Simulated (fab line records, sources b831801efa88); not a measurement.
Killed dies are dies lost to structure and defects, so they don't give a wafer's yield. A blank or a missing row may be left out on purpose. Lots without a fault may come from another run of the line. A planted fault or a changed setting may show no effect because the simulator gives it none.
fab line records | flow sfq_line
record lots=6 wafers=18 last_day=79
route steps=325 shown M4@162 I4@163
lots that met no fault: from a run of the same line without faults
start_h: hours from the record's first day to the start of the lot's first wafer shown | wait_h: hours since the lot's step before | " the same as in the row above | L1.1+2: a row that stands for several wafers | - no value, or no start given | * or withheld: withheld | < > ~ a bound
route shown NAME@n: a module of which the file shows steps, and the number in the route of the first | usual: mean/standard deviation of fault-free wafers | same: alike in all rows | chamber/n: place in a boat | sites: the reading at each site | _std_site: their standard deviation | _edge_site: outer sites' mean less inner sites' | radius_mm: how far each site lies from the wafer's centre | mask NAME#n: copy n | behind: the tool/chamber that last shaped the wafer | hold: why the lot was held/for how many hours/how that ended | device: the transistor (n, p or np) that didn't switch | end of line: the same wafers' tests at the end of the route | a step without rows: its recipe alone | killed: dies lost to structure and defects at the first sort, not the wafer's yield | map: a wafer's dies, x killed, . not, _ none there
set.NAME: the setting as run; set.NAME@STEP: as run at that earlier step | model.NAME: the simulator's own value behind a step, which no gauge read
lots at some steps of the route; a table a step, a row a wafer
services: from which hour (start_h, from the record's first day; less than 0 if before it) a tool's chamber was out of use, for how many hours, and why
## steps
# step SFQ_TRILAYER_M4_STRIP_SOLV_CLEAN_098
# recipe chemistry=NMP temp_c=70 time_s=600
# step SFQ_TRILAYER_I4_DEP_PECVD_099
# recipe material=SiO2 temp_c=150 time_s=111.11 pressure_torr=2.4 rf_w=183.3 precursor=SiH4/N2O target_thk_nm=500
# usual heater_power_outer_w=30/11 heater_power_w=81/17 susceptor_temp_C=150.01/0.14 throttle_valve_pct=25.0/2
# columns lot.wafer tool chamber start_h wait_h heater_power_outer_w heater_power_w susceptor_temp_C throttle_valve_pct
L393.3 pecvd-02 0 899.55 0.0 28 83 150.24 23.4
L393.5 " 2 " " 21 72 150.03 23.8
L393.6 " 0 " " 30 87 150.10 23.4
L396.1 pecvd-04 1 1006.53 0.0 40 110 149.71 22.9
L396.2 " 2 " " 51 107 150.13 22.4
L396.3 " 0 " " 13 54 150.11 23.2
L401.2 pecvd-02 0 1102.68 0.0 31 89 149.78 24.1
L401.4 " 2 " " 26 79 150.18 24.6
L401.5 " 1 " " 39 88 149.89 25.2
L403.1 pecvd-03 2 1115.39 0.0 27 69 150.36 29.1
L403.2 " 0 " " 15 61 150.13 24.2
L403.3 " 1 " " 36 83 150.15 25.8
L407.2 pecvd-03 0 1239.55 0.0 16 62 149.89 23.7
L407.3 " 1 " " 41 90 149.75 26.1
L407.5 " 0 " " 17 64 150.07 23.9
L409.1 pecvd-02 1 1248.24 0.0 36 89 150.05 25.4
L409.3 " 0 " " 29 86 150.16 24.1
L409.5 " 2 " " 28 83 150.24 25.2
# step SFQ_TRILAYER_I4_CMP_CMP_100
# recipe material=SiO2 down_force_psi=3 platen_rpm=60 pad_velocity_m_s=0.94248
# usual motor_current_A=9.9/0.79 slurry_filter_dp_kPa=13.49/0.13 time_to_endpoint_s=212/9
# columns lot.wafer tool chamber start_h wait_h motor_current_A slurry_filter_dp_kPa time_to_endpoint_s
L393.3 cmp-02 0 942.42 42.8 9.2 13.54 200
L393.6 " 3 943.92 44.3 9.8 13.49 217
L393.5 " 0 " " 9.9 13.67 211
L396.1 cmp-01 2 1054.33 47.8 9.2 13.03 210
L396.3 " 3 " " 10.2 13.59 211
L396.2 " 0 " " 10.3 13.56 204
L401.2 cmp-01 0 1128.83 26.1 10.4 13.51 196
L401.4 " 1 " " 11.4 13.58 205
L401.5 " 0 1130.83 28.1 10.5 13.62 201
L403.2 cmp-02 0 1135.85 20.4 9.4 13.64 215
L403.3 " 1 " " 9.1 13.60 228
L403.1 " 2 " " 10.5 13.28 219
L407.2 cmp-01 0 1242.30 2.7 10.5 13.35 211
L407.3 " 1 " " 11.4 13.48 213
L407.5 " 1 1244.80 5.2 11.8 13.39 217
L409.3 cmp-02 1 1249.24 1.0 8.8 13.60 222
L409.1 " 3 1250.24 2.0 9.8 13.39 211
L409.5 " 1 1251.24 2.9 9.2 13.31 221
# step SFQ_I4_BOW_MEAS_927
# recipe mode=bow
# usual I4_BOW=5/8.3
# columns lot.wafer tool chamber start_h wait_h I4_BOW[um]
L393.3 film_metro-02 - 944.96 2.0 -5
L393.5 " - " " 5
L393.6 " - " " 8
L396.1 film_metro-04 - 1056.83 2.0 3
L396.2 " - " " 14
L396.3 " - " " 2
L401.2 film_metro-04 - 1131.85 2.5 -8
L401.4 " - " " -6
L401.5 " - " " -5
L403.1 film_metro-02 - 1138.35 1.0 12
L403.2 " - " " 22
L403.3 " - " " 15
L407.2 film_metro-04 - 1245.32 2.5 7
L407.3 " - " " 5
L407.5 " - " " 10
L409.1 film_metro-02 - 1251.74 1.0 -1
L409.3 " - " " -4
L409.5 " - " " 2
# step SFQ_TRILAYER_I4_METRO_MEASURE_101
# usual thk_nm=199.4/1.3
# columns lot.wafer tool chamber start_h wait_h thk_nm
L393.3 film_metro-02 - 945.44 0.5 198.7
L393.5 " - " " 200.1
L393.6 " - " " 200.6
L396.1 film_metro-04 - 1056.95 0.1 198.2
L396.2 " - " " 198.1
L396.3 " - " " 199.2
L401.2 film_metro-04 - 1132.15 0.3 198.9
L401.4 " - " " 198.0
L401.5 " - " " 197.6
L403.1 film_metro-02 - 1138.47 0.1 198.7
L403.2 " - " " 199.1
L403.3 " - " " 200.2
L407.2 film_metro-04 - 1245.62 0.3 199.6
L407.3 " - " " 199.3
L407.5 " - " " 199.5
L409.1 film_metro-02 - 1251.86 0.1 199.9
L409.3 " - " " 199.2
L409.5 " - " " 199.7
# step SFQ_TRILAYER_I4_VIA_LITHO_COAT_108
# recipe resist=BARC spin_rpm=3000 resist_thk_nm=62
# step SFQ_TRILAYER_I4_VIA_LITHO_COAT_103
# recipe resist=KrF spin_rpm=3000 resist_thk_nm=650
# step SFQ_TRILAYER_I4_VIA_LITHO_SOFTBAKE_107
# recipe temp_c=withheld time_s=withheld resist=KrF
# step SFQ_TRILAYER_I4_VIA_LITHO_EXPOSE_104
# recipe mask_id=I4 na=0.6 source_shape=conventional sigma_outer=0.65 target_cd_nm=700 dose_mj=21.3
# step SFQ_TRILAYER_I4_VIA_LITHO_PEB_106
# recipe peb_temp_c=115 peb_time_s=60 resist=KrF
# step SFQ_TRILAYER_I4_VIA_LITHO_DEVELOP_105
# recipe time_s=60 resist=KrF
# step SFQ_I4_OVL_MEAS_928
# usual I4_OVL=-1/5.4
# columns lot.wafer tool chamber start_h wait_h I4_OVL[nm]
L393.3 overlay-01 - 948.50 0.1 -2
L393.5 " - " " -4
L393.6 " - " " -1
L396.1 overlay-02 - 1061.06 0.1 -7
L396.2 " - " " -5
L396.3 " - " " -5
L401.2 overlay-02 - 1244.85 0.1 -7
L401.4 " - " " 4
L401.5 " - " " 0
L403.1 overlay-02 - 1253.33 0.1 -1
L403.2 " - " " 3
L403.3 " - " " -2
L407.2 overlay-01 - 1355.71 0.1 -12
L407.3 " - " " -10
L407.5 " - " " -10
L409.1 overlay-02 - 1364.23 0.1 -3
L409.3 " - " " -5
L409.5 " - " " -3
# step SFQ_TRILAYER_I4_VIA_BARC_OPEN_VIA_ETCH_146
# recipe mask_material=PR chemistry=O2 target_depth_nm=125 target=BARC source_w=500 bias_w=80 pressure_mtorr=30 time_s=41.7
# usual drypump_motor_current_A=5.7/0.44 oes_product_au=0.686/0.0044
# columns lot.wafer tool chamber start_h wait_h drypump_motor_current_A oes_product_au rf_hours_counter_h model.KrF_of_TRILAYER_I4_VIA_LITHO_COAT_103.thk_nm
L393.3 rie_diel-02 1 948.52 0.0 5.7 0.683 21 571
L393.5 " 2 " " 5.2 0.680 - 572.9
L393.6 " 3 " " 6.1 0.682 - 572.5
L396.1 rie_diel-03 3 1061.09 0.0 6.2 0.691 6 572.4
L396.2 " 2 " " 6.1 0.691 9 571.8
L396.3 " 1 " " 5.6 0.680 8 574.5
L401.2 rie_diel-03 2 1244.88 0.0 6.1 0.691 12 577.7
L401.4 " 0 " " 5.2 0.688 22 570.4
L401.5 " 1 " " 5.6 0.686 - 570.3
L403.1 rie_diel-03 3 1253.36 0.0 6.2 0.686 10 585.2
L403.2 " 2 " " 6.1 0.688 13 581.2
L403.3 " 1 " " 5.6 0.681 11 573.5
L407.2 rie_diel-01 3 1355.74 0.0 6.3 0.681 15 575.1
L407.3 " 2 " " 5.3 0.688 9 572.8
L407.5 " 3 " " 6.2 0.684 - 574.5
L409.1 rie_diel-03 3 1364.26 0.0 6.2 0.684 12 575.7
L409.3 " 1 " " 5.6 0.683 13 574.1
L409.5 " 1 " " 5.6 0.684 - 574.4
# step SFQ_TRILAYER_I4_VIA_ETCH_VIA_ETCH_106
# recipe target=SiO2 stop_on=Nb mask_material=PR taper_deg=20 chemistry=CHF3 target_depth_nm=260 source_w=500 bias_w=80 pressure_mtorr=30 time_s=withheld
# usual drypump_motor_current_A=5.7/0.45 oes_product_au=0.852/0.0056
# columns lot.wafer tool chamber start_h wait_h drypump_motor_current_A oes_product_au model.KrF_of_TRILAYER_I4_VIA_LITHO_COAT_103.thk_nm
L393.3 rie_diel-02 1 948.56 0.0 5.7 0.853 526.4
L393.5 " 2 " " 5.2 0.846 528.6
L393.6 " 3 " " 6.1 0.851 528.3
L396.1 rie_diel-03 3 1061.13 0.0 6.2 0.861 528.4
L396.2 " 2 " " 6.1 0.845 526.4
L396.3 " 1 " " 5.6 0.840 530.7
L401.2 rie_diel-03 2 1244.92 0.0 6.1 0.850 532.4
L401.4 " 0 " " 5.2 0.850 525.3
L401.5 " 1 " " 5.6 0.845 526.5
L403.1 rie_diel-03 3 1253.40 0.0 6.2 0.848 540.6
L403.2 " 2 " " 6.1 0.856 535.9
L403.3 " 1 " " 5.6 0.857 529.7
L407.2 rie_diel-01 3 1355.78 0.0 6.2 0.861 530.4
L407.3 " 2 " " 5.3 0.853 528.2
L407.5 " 3 " " 6.2 0.855 529.9
L409.1 rie_diel-03 3 1364.30 0.0 6.2 0.858 531.2
L409.3 " 1 " " 5.6 0.847 529.7
L409.5 " 1 " " 5.6 0.857 530.2
# step SFQ_TRILAYER_I4_VIA_STRIP_STRIP_107
# recipe gas=O2 power_w=200 platen_temp_c=40 overash_fraction=0.65 chemistry=O2 pressure_mtorr=50
# usual drypump_motor_current_A=5.7/0.51 oes_product_au=0.998/0.01 platen_temp_c=40.00/0.12
# same overash_fraction=0.65
# columns lot.wafer tool chamber start_h wait_h drypump_motor_current_A oes_product_au platen_temp_c rf_hours_counter_h
L393.3 rie_metal-02 0 948.88 - 4.8 1.008 40.16 -
L393.5 " 1 " " 6.0 0.997 39.90 -
L393.6 " 0 " " 4.8 1.024 39.91 -
L396.1 rie_metal-01 0 1061.25 - 5.8 0.998 39.98 73
L396.2 " 1 " " 6.0 1.002 40.05 99
L396.3 " 0 " " 5.8 1.001 40.02 -
L401.2 rie_metal-01 0 1245.24 - 5.9 0.987 40.16 -
L401.4 " 0 " " 5.9 1.006 39.87 -
L401.5 " 0 " " 5.9 0.994 40.11 -
L403.1 rie_metal-04 1 1253.52 - 5.0 0.986 40.08 78
L403.2 " 0 " " 6.2 0.989 39.79 115
L403.3 " 0 " " 6.2 0.983 40.07 -
L407.2 rie_metal-01 0 1355.89 - 5.8 0.997 39.83 113
L407.3 " 0 " " 5.8 1.000 39.98 -
L407.5 " 1 " " 6.0 0.984 39.92 -
L409.1 rie_metal-02 1 1364.42 - 6.0 0.994 39.99 118
L409.3 " 1 " " 6.0 1.006 40.06 -
L409.5 " 1 " " 6.0 0.990 39.97 -
## services
# columns tool chamber start_h hours kind
cmp-01 - 915.79 4.0 pm
film_metro-02 - 921.90 5.8 pm
rie_diel-03 1 939.64 3.7 repair
pecvd-02 - 946.25 3.4 repair
cmp-02 - 954.38 4.6 repair
rie_diel-03 3 963.12 5.3 repair
film_metro-04 - 965.79 0.4 pm
rie_diel-03 2 968.31 1.7 repair
cmp-01 - 972.14 0.5 repair
pecvd-02 - 975.17 4.3 pm
film_metro-04 - 987.13 1.8 pm
cmp-02 - 990.67 1.8 repair
rie_diel-03 3 1031.74 29.1 repair
rie_diel-03 0 1058.77 11.5 repair
rie_diel-03 2 1068.51 13.2 repair
rie_diel-03 - 1173.56 0.7 repair
rie_diel-03 3 1187.24 3.4 repair
rie_diel-03 3 1204.13 10.4 repair
rie_diel-03 - 1204.82 0.5 repair
rie_diel-03 - 1261.25 14.6 pm
rie_diel-03 0 1282.28 3.8 repair
rie_diel-03 2 1307.49 2.7 repair
rie_diel-03 - 1353.61 2.8 pm
rie_diel-03 0 1360.57 6.8 repair
## key
first_sign none at tools or gauges
model_effect step=SFQ_TRILAYER_I4_VIA_BARC_OPEN_VIA_ETCH_146 value=KrF_of_TRILAYER_I4_VIA_LITHO_COAT_103.thk_nm without=574.1 struck=581.4
model_effect step=SFQ_TRILAYER_I4_VIA_ETCH_VIA_ETCH_106 value=KrF_of_TRILAYER_I4_VIA_LITHO_COAT_103.thk_nm without=529 struck=536.3
met_at SFQ_TRILAYER_I4_VIA_BARC_OPEN_VIA_ETCH_146
struck_wafers L401.2,L403.1,L403.2
onset_between 1061.09 1244.88
fault kind=process_parameter_drift tool=rie_diel-03 chamber=- onset_h=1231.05 steps=SFQ_TRILAYER_I4_VIA_BARC_OPEN_VIA_ETCH_146 channel=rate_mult offset=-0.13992 shape=step end_h=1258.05 scope=struck_wafers_only
